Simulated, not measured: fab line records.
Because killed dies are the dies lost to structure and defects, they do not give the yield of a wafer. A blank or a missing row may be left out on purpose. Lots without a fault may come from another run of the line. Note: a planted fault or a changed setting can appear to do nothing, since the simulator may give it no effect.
Which tool is to blame?	flow sky130	11 lots with 33 wafers sampled at 5 steps, on a route of 708 steps

## WHAT EACH GAUGE READ, for each wafer
SKY_VIA2_RS_MEAS_22: measures by four-point-probe. Usual: for VIA2_W_RS the level is 0.273 ohm/sq and the standard deviation is 0.0049.
lot	measured	on	VIA2_W_RS (ohm/sq)	flag
L160	day 37 17:14	film metro-02	0.271 0.273 0.275	
L159	day 37 19:41	film metro-03	0.276 0.277 0.278	
L169	day 40 00:36	film metro-02	0.277 0.274 0.275	
L171	day 40 08:39	film metro-04	0.268 0.279 0.267	
L172	day 40 12:32	film metro-04	0.270 0.270 0.270	
L174	day 41 02:11	film metro-03	0.268 0.280 0.279	
L176	day 41 12:44	film metro-02	0.264 0.267 0.276	
L179	day 42 16:08	film metro-03	0.265 0.278 0.279	
L180	day 43 01:07	film metro-04	0.268 0.281 0.265	
L182	day 43 03:25	film metro-04	0.277 0.278 0.264	
L181	day 43 07:44	film metro-03	0.274 0.265 0.277	

SKY_CAPM_THK_MEAS_01. Usual: for CAPM_CVD_00_THK the level is 15.45 nm and the standard deviation is 0.22.
lot	measured	on	CAPM_CVD_00_THK (nm)	flag
L160	day 37 17:53	film metro-04	15.50 15.69 15.80	
L159	day 37 20:21	film metro-02	15.63 15.77 15.60	
L169	day 40 01:16	film metro-01	28.18 15.04 15.28	OFF
L171	day 40 09:17	film metro-04	28.29 28.48 15.46	OFF
L172	day 40 13:12	film metro-02	15.30 15.51 15.63	
L174	day 41 02:50	film metro-02	15.31 15.45 15.82	
L176	day 41 13:23	film metro-02	15.03 15.25 15.67	
L179	day 42 16:47	film metro-01	15.22 15.59 15.78	
L180	day 43 01:46	film metro-02	15.18 15.63 15.43	
L182	day 43 04:04	film metro-01	15.28 15.49 15.69	
L181	day 43 08:23	film metro-01	15.05 15.71 15.35	

## WHAT TOOL EACH LOT RAN ON (gives the tool, then ch and the chambers of the sampled wafers, and finally the start)
lot	SKY_VIA2_ETCH_14	SKY_METAL3_SPUTTER_03	SKY_CAPM_CVD_00
L160	rie diel-02 ch 2,3, day 37 16:19	pvd sputter-04, day 37 17:47	pecvd-03 ch 0,1,2, day 37 17:51
L159	rie diel-01 ch 0,1,3, day 37 18:46	pvd sputter-01, day 37 20:16	pecvd-01 ch 0,1,2, day 37 20:19
L169	rie diel-01 ch 0,2,3, day 39 23:29	pvd sputter-04, day 40 01:10	pecvd-02 ch 0,1, day 40 01:14
L171	rie diel-03 ch 2,3, day 40 07:43	pvd sputter-01, day 40 09:11	pecvd-02 ch 1,2, day 40 09:14
L172	rie diel-03 ch 1,2,3, day 40 11:31	pvd sputter-04, day 40 13:07	pecvd-03 ch 0,2, day 40 13:10
L174	rie diel-02 ch 0,1,2, day 41 01:08	pvd sputter-01, day 41 02:45	pecvd-01 ch 1,2, day 41 02:49
L176	rie diel-01 ch 2,3, day 41 11:49	pvd sputter-04, day 41 13:17	pecvd-03 ch 0,1,2, day 41 13:21
L179	rie diel-02 ch 0,1,3, day 42 15:13	pvd sputter-01, day 42 16:41	pecvd-03 ch 0,1,2, day 42 16:46
L180	rie diel-01 ch 1,2,3, day 43 00:10	pvd sputter-01, day 43 01:40	pecvd-01 ch 0,1, day 43 01:44
L182	rie diel-01 ch 2,3, day 43 02:31	pvd sputter-01, day 43 03:58	pecvd-02 ch 0,1, day 43 04:02
L181	rie diel-02 ch 2,3, day 43 06:49	pvd sputter-01, day 43 08:17	pecvd-02 ch 0,1, day 43 08:22
- SKY_VIA2_ETCH_14: etches BARC in N2/H2, stops on SiO2, time 45.9 s, target depth 60 nm.
- SKY_METAL3_SPUTTER_03: material Ti, target thk 5 nm, time 3.3 s.
- SKY_CAPM_CVD_00: deposits SiO2, target thk 15.5 nm.

## AS READ BY THE TOOLS THEMSELVES (means over the sampled wafers that have a number; for cases with no such wafer, the mark the record gives instead)
SKY_VIA2_ETCH_14. Usual: drypump motor current A 6.0 A, standard deviation 0.42; oes product au 0.856 a.u., standard deviation 0.0053; throttle valve pct 13.225 %, standard deviation 0.0091.
lot	tool	drypump motor current A (A)	oes product au (a.u.)	throttle valve pct (%)	flag
L160	rie diel-02	5.5	0.861	13.228	
L159	rie diel-01	6.0	0.859	13.219	
L169	rie diel-01	6.3	0.859	13.228	
L171	rie diel-03	5.7	0.851	13.225	
L172	rie diel-03	6.0	0.854	13.220	
L174	rie diel-02	5.7	0.852	13.229	
L176	rie diel-01	6.4	0.853	13.222	
L179	rie diel-02	5.7	0.859	13.215	
L180	rie diel-01	6.1	0.861	13.222	
L182	rie diel-01	6.2	0.850	13.228	
L181	rie diel-02	5.6	0.861	13.222	

SKY_METAL3_SPUTTER_03. Usual: throttle valve pct at 30.0 %, with a standard deviation of 0.86.
lot	tool	throttle valve pct (%)	flag
L160	pvd sputter-04	30.1	
L159	pvd sputter-01	30.8	
L169	pvd sputter-04	30.0	
L171	pvd sputter-01	30.1	
L172	pvd sputter-04	30.0	
L174	pvd sputter-01	30.4	
L176	pvd sputter-04	30.3	
L179	pvd sputter-01	29.6	
L180	pvd sputter-01	30.3	
L182	pvd sputter-01	30.2	
L181	pvd sputter-01	30.1	

SKY_CAPM_CVD_00. Usual: heater power w at 700 W, with a standard deviation of 100.
lot	tool	heater power w (W)	flag
L160	pecvd-03	721	
L159	pecvd-01	645	
L169	pecvd-02	676	
L171	pecvd-02	730	
L172	pecvd-03	766	
L174	pecvd-01	751	
L176	pecvd-03	710	
L179	pecvd-03	716	
L180	pecvd-01	675	
L182	pecvd-02	623	
L181	pecvd-02	601	

## THE ANSWER, worked out from the rows above alone
Rule: take the mean of a lot's wafers that have a number; if it is more than 3 standard deviations from the usual mean, the lot is off. A lot without any number at a reading at which 4 lots or more have one is off too. Where the step has rows for the other lots, those lots are counted as sound. The gauges are gone through in route order, then the tools' own readings, and for those a lot's mean is taken as printed above. The first step at which some lot is off is used, and at that step the reading that is off furthest; a lot without a number counts as furthest.
Off: L169, L171, at SKY_CAPM_THK_MEAS_01 (CAPM_CVD_00_THK).
If a tool, at a process step before that reading, ran all the lots that are off and no sound lot after the first of them, it fits. Those tools and the gauges at SKY_CAPM_THK_MEAS_01 are tried in the same way. Not one of the candidates tried fits.

## WHAT WAS PUT IN BY THE SIMULATOR
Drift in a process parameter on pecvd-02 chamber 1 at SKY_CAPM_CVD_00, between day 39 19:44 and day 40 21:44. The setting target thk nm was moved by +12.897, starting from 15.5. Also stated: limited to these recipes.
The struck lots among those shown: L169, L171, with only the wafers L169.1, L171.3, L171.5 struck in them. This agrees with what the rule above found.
